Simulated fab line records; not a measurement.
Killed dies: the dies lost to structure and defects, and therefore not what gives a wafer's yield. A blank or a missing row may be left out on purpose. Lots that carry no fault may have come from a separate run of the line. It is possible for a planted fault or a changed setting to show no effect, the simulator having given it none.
The tool behind it: which one?    flow gf180mcu    39 wafers from 13 lots sampled at 5 of the route's 602 steps

WHAT THE GAUGES SHOWED, per wafer
GF_LVPWELL_OVL_MEAS_07.
lot   measured     on          LVPWELL_OVL (nm)
L872  day 3 22:52  overlay-02  1.3 -0.6 -1.1
L873  day 4 02:28  overlay-02  -0.6 -1.1 -1.6
L874  day 4 08:33  overlay-02  2.6 2.1 3.2
L875  day 4 11:25  overlay-01  0.5 2.2 -0.3
L876  day 4 16:52  overlay-01  1.0 -1.1 0.0
L878  day 5 04:50  overlay-02  0.9 -1.9 0.9
L879  day 5 10:16  overlay-02  -0.9 -0.9 -1.3
L880  day 5 18:42  overlay-02  -1.0 0.5 -1.3
L884  day 6 16:22  overlay-01  0.4 1.9 1.0
L885  day 6 23:19  overlay-01  0.1 1.4 1.2
L889  day 7 20:52  overlay-01  -0.8 1.9 1.0
L891  day 8 06:24  overlay-01  1.1 1.1 2.5
L893  day 8 20:15  overlay-01  2.1 0.9 1.6

GF_VT_IMPLANT_OVL_MEAS_07.
lot   measured      on          VT_IMPLANT_OVL (nm)
L872  day 5 16:55   overlay-02  0.0 -4.0 -4.1
L873  day 5 22:06   overlay-02  -1.0 -3.7 -2.4
L874  day 6 01:49   overlay-01  1.0 0.7 -0.2
L875  day 6 06:23   overlay-02  -2.2 -1.1 -3.0
L876  day 6 12:45   overlay-02  -1.1 0.7 -1.7
L878  day 7 00:56   overlay-02  -0.7 -2.6 -1.3
L879  day 7 08:23   overlay-01  -2.6 -4.2 -0.3
L880  day 7 16:41   overlay-01  -2.6 -1.8 -2.0
L884  day 8 16:15   overlay-01  1.3 2.2 -1.1
L885  day 9 01:10   overlay-01  0.2 0.2 1.2
L889  day 10 00:57  overlay-01  0.1 -0.2 -0.4
L891  day 10 10:28  overlay-02  -4.6 -2.9 -2.3
L893  day 11 00:49  overlay-02  -2.2 -3.1 -2.1

GF_VT_IMPLANT_TW_MEAS_21.
lot   measured      on             VT_IMPLANT_2_TW
L872  day 6 07:45   film-metro-03  1210 1208 1209
L873  day 6 12:44   film-metro-01  1225 1217 1220
L874  day 6 16:57   film-metro-01  1223 1216 1223
L875  day 6 22:56   film-metro-02  1213 1217 1213
L876  day 7 04:41   film-metro-03  1211 1209 1214
L878  day 7 17:19   film-metro-02  1221 1218 1213
L879  day 8 00:22   film-metro-02  1213 1213 1215
L880  day 8 09:15   film-metro-02  1209 1210 1220
L884  day 9 09:44   film-metro-02  1219 1211 1213
L885  day 9 18:32   film-metro-01  1220 1223 1222
L889  day 10 18:54  film-metro-01  1219 1218 1224
L891  day 11 05:47  film-metro-01  1275 1277 1277
L893  day 11 20:00  film-metro-01  1272 1282 1278

WHICH TOOL RAN EACH LOT (tool, then ch and the chambers of the sampled wafers, then the start)
lot   GF_NWELL_STRIP_10                    GF_VT_IMPLANT_IMPLANT_19
L872  plasma-asher-02 ch 0,1, day 3 10:05  implanter-01 ch 0, day 6 07:30
L873  plasma-asher-04 ch 0,1, day 3 13:26  implanter-02 ch 0, day 6 12:29
L874  plasma-asher-01 ch 0,1, day 3 19:08  implanter-02 ch 0, day 6 16:42
L875  plasma-asher-04 ch 0,1, day 3 22:50  implanter-02 ch 0, day 6 22:41
L876  plasma-asher-04 ch 0,1, day 4 03:56  implanter-03 ch 0, day 7 04:27
L878  plasma-asher-02 ch 0,1, day 4 15:38  implanter-02 ch 0, day 7 17:06
L879  plasma-asher-01 ch 0,1, day 4 20:05  implanter-02 ch 0, day 8 00:10
L880  plasma-asher-01 ch 0,1, day 5 04:11  implanter-03 ch 0, day 8 09:00
L884  plasma-asher-04 ch 0,1, day 6 01:45  implanter-03 ch 0, day 9 09:29
L885  plasma-asher-04 ch 0,1, day 6 07:49  implanter-02 ch 0, day 9 18:19
L889  plasma-asher-02 ch 0,1, day 7 05:07  implanter-03 ch 0, day 10 18:41
L891  plasma-asher-01 ch 0,1, day 7 14:41  implanter-02 ch 0, day 11 05:32
L893  plasma-asher-01 ch 0,1, day 8 04:17  implanter-02 ch 0, day 11 19:45
- GF_NWELL_STRIP_10: strips in O2/N2.
- GF_VT_IMPLANT_IMPLANT_19

AS READ BY THE TOOLS THEMSELVES (means over the sampled wafers that have a number; for cases with no such wafer, the mark the record gives instead)
GF_NWELL_STRIP_10.
lot   tool             chamber-pressure-mTorr (mTorr)  drypump-motor-current-A (A)  heater-power-w (W)  oes-product-au (a.u.)  strip-time-to-endpoint-s (s)
L872  plasma-asher-02  1499.8                          5.4                          268                 0.723                  36.99
L873  plasma-asher-04  1493.4                          5.9                          347                 0.727                  37.03
L874  plasma-asher-01  1499.0                          5.5                          352                 0.722                  37.07
L875  plasma-asher-04  1500.3                          5.9                          352                 0.725                  36.98
L876  plasma-asher-04  1499.7                          5.9                          319                 0.722                  37.04
L878  plasma-asher-02  1499.3                          5.4                          269                 0.723                  37.01
L879  plasma-asher-01  1499.9                          5.8                          323                 0.721                  37.14
L880  plasma-asher-01  1499.5                          5.8                          320                 0.722                  37.02
L884  plasma-asher-04  1500.3                          5.9                          321                 0.727                  37.00
L885  plasma-asher-04  1499.5                          5.8                          343                 0.721                  36.90
L889  plasma-asher-02  1500.3                          5.4                          268                 0.721                  36.99
L891  plasma-asher-01  1498.8                          5.8                          319                 0.724                  36.94
L893  plasma-asher-01  1499.8                          5.5                          344                 0.721                  36.98

GF_VT_IMPLANT_IMPLANT_19.
lot   tool          beam-energy-keV
L872  implanter-01  99.960
L873  implanter-02  99.987
L874  implanter-02  100.020
L875  implanter-02  99.969
L876  implanter-03  100.020
L878  implanter-02  100.009
L879  implanter-02  99.958
L880  implanter-03  99.997
L884  implanter-03  100.001
L885  implanter-02  99.992
L889  implanter-03  99.986
L891  implanter-02  117.803
L893  implanter-02  117.843

THE ANSWER, worked out from the rows above alone
Rule: the lots themselves supply what counts as usual. The widest of any qualifying gaps counts: lots, ordered by their means at a reading, are off when they make up no more than a third of the lots, leave a main group of 4 or more, and stand apart from it by 3 or more times the standard deviation of that group's means. Not used: any main group whose means are identical at the precision the tables above print for the reading. Also off: a lot with no number at a reading for which 4 or more lots have one. All remaining lots with rows at the step are treated as sound. First the gauges in route order, then the tools' own readings, where a lot's mean is used as printed above. At the first step where some lot is off, the reading lying furthest off is the one used; lots without a number count as furthest.
Off: at GF_VT_IMPLANT_TW_MEAS_21 (VT_IMPLANT_2_TW), L891, L893. The main group: mean 1216, standard deviation 4.1.
If a tool, at a process step before that reading, ran all the lots that are off and no sound lot after the first of them, it fits. Not tried: the gauges at GF_VT_IMPLANT_TW_MEAS_21; whatever is off there is also off at GF_VT_IMPLANT_IMPLANT_19, on other tools, and gauge error can't account for it. This does not decide it: 2 tools fit, namely plasma-asher-01 at GF_NWELL_STRIP_10 and implanter-02 at GF_VT_IMPLANT_IMPLANT_19.

WHAT THE SIMULATOR HAD PUT IN
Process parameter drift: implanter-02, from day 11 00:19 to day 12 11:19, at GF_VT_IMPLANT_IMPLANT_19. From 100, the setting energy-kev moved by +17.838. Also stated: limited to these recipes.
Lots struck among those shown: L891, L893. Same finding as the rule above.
